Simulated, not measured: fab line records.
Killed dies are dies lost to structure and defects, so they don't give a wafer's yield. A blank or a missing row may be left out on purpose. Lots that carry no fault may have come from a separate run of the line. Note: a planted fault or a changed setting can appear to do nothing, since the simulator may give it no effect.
Check for tools in common ; flow sfq-line ; Sample size 14 lots and 42 wafers

## REASON FOR OPENING
2 of 14 lots carry a flag on the reading L0_MONX_KI_RS at SFQ_L0_RS_MEAS_901. Wafers without a fault read 43.4 ohm/sq, standard deviation 0.39.
Rule: flag the lot when none of its wafers has a number, or when each of its wafers that has one lies beyond 4 standard deviations from that mean. The other lots count as sound.

lot;measured;on;L0_MONX_KI_RS (ohm/sq), wafer by wafer;flag
L103;day 1 12:34;film-metro-01;43.5 43.1 42.8;
L104;day 1 17:34;film-metro-01;42.9 43.1 43.2;
L106;day 2 03:34;film-metro-03;43.2 43.2 43.1;
L107;day 2 08:34;film-metro-02;43.7 44.0 44.0;
L108;day 2 13:34;film-metro-03;42.5 42.7 42.4;
L109;day 2 18:36;film-metro-03;43.6 43.5 43.6;
L113;day 3 14:35;film-metro-03;33.8 33.7 33.7;FLAGGED
L115;day 4 00:34;film-metro-02;33.5 33.6 33.4;FLAGGED
L119;day 4 20:34;film-metro-01;43.8 43.4 43.9;
L120;day 5 01:34;film-metro-01;43.7 43.3 43.4;
L121;day 5 06:34;film-metro-02;43.7 43.2 43.6;
L123;day 5 16:36;film-metro-01;43.6 43.4 43.2;
L125;day 6 02:37;film-metro-03;42.7 43.2 43.6;
L126;day 6 07:35;film-metro-01;43.5 43.8 43.5;
The mean of the flagged lots' numbers is 33.6 ohm/sq, -9.8 ohm/sq from the usual (-25 standard deviations).

## WHICH TOOL EACH LOT WENT THROUGH
The record holds 1 process step before the reading, out of a route of 325 steps. Read each cell as the tool, then ch plus the chambers that the sampled wafers visited, then the start.
lot;flag;SFQ_TRILAYER_L0_DEP_SPUTTER_003
L103;;pvd-sputter-04, day 1 12:29
L104;;pvd-sputter-04, day 1 17:29
L106;;pvd-sputter-06, day 2 03:29
L107;;pvd-sputter-03, day 2 08:29
L108;;pvd-sputter-04, day 2 13:29
L109;;pvd-sputter-04, day 2 18:29
L113;FLAGGED;pvd-sputter-04, day 3 14:29
L115;FLAGGED;pvd-sputter-04, day 4 00:29
L119;;pvd-sputter-03, day 4 20:29
L120;;pvd-sputter-06, day 5 01:29
L121;;pvd-sputter-06, day 5 06:29
L123;;pvd-sputter-03, day 5 16:29
L125;;pvd-sputter-03, day 6 02:29
L126;;pvd-sputter-06, day 6 07:29
What the steps here do:
- SFQ_TRILAYER_L0_DEP_SPUTTER_003: material MoNx KI, target thk 40 nm, time 100 s.
- SFQ_L0_RS_MEAS_901: measures by four-point-probe.

## FLAGGED OVER TOTAL, TOOL BY TOOL (the gauges that took the reading come last)
step;tool;lots run;flagged;share of the flagged lots;sound lots run after its first flagged lot
SFQ_TRILAYER_L0_DEP_SPUTTER_003;pvd-sputter-03;4;0;none;-
SFQ_TRILAYER_L0_DEP_SPUTTER_003;pvd-sputter-04;6;2;all;0
SFQ_TRILAYER_L0_DEP_SPUTTER_003;pvd-sputter-06;4;0;none;-
SFQ_L0_RS_MEAS_901;film-metro-01;6;0;none;-
SFQ_L0_RS_MEAS_901;film-metro-02;3;1;some;1 (L121)
SFQ_L0_RS_MEAS_901;film-metro-03;5;1;some;1 (L125)

## WHAT THE TABLE PERMITS
All flagged lots share 1 row of the table, namely pvd-sputter-04 at SFQ_TRILAYER_L0_DEP_SPUTTER_003.
- pvd-sputter-04 at SFQ_TRILAYER_L0_DEP_SPUTTER_003 ran 6 lots, 2 of them flagged. It ran its last sound lot, L109, at day 2 18:29 and its first flagged lot, L113, at day 3 14:29: a fault with its onset between the two fits. Its own readings lie more than 4 standard deviations out on every wafer of the flagged lots: cathode-dc-power-W.
One tool is left: pvd-sputter-04 at SFQ_TRILAYER_L0_DEP_SPUTTER_003.

## WHAT THE SIMULATOR HAD PUT IN
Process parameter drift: pvd-sputter-04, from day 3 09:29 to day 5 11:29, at SFQ_TRILAYER_L0_DEP_SPUTTER_003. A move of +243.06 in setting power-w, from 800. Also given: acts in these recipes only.
Shown lots that were struck: L113, L115. This agrees with what the rule above found.
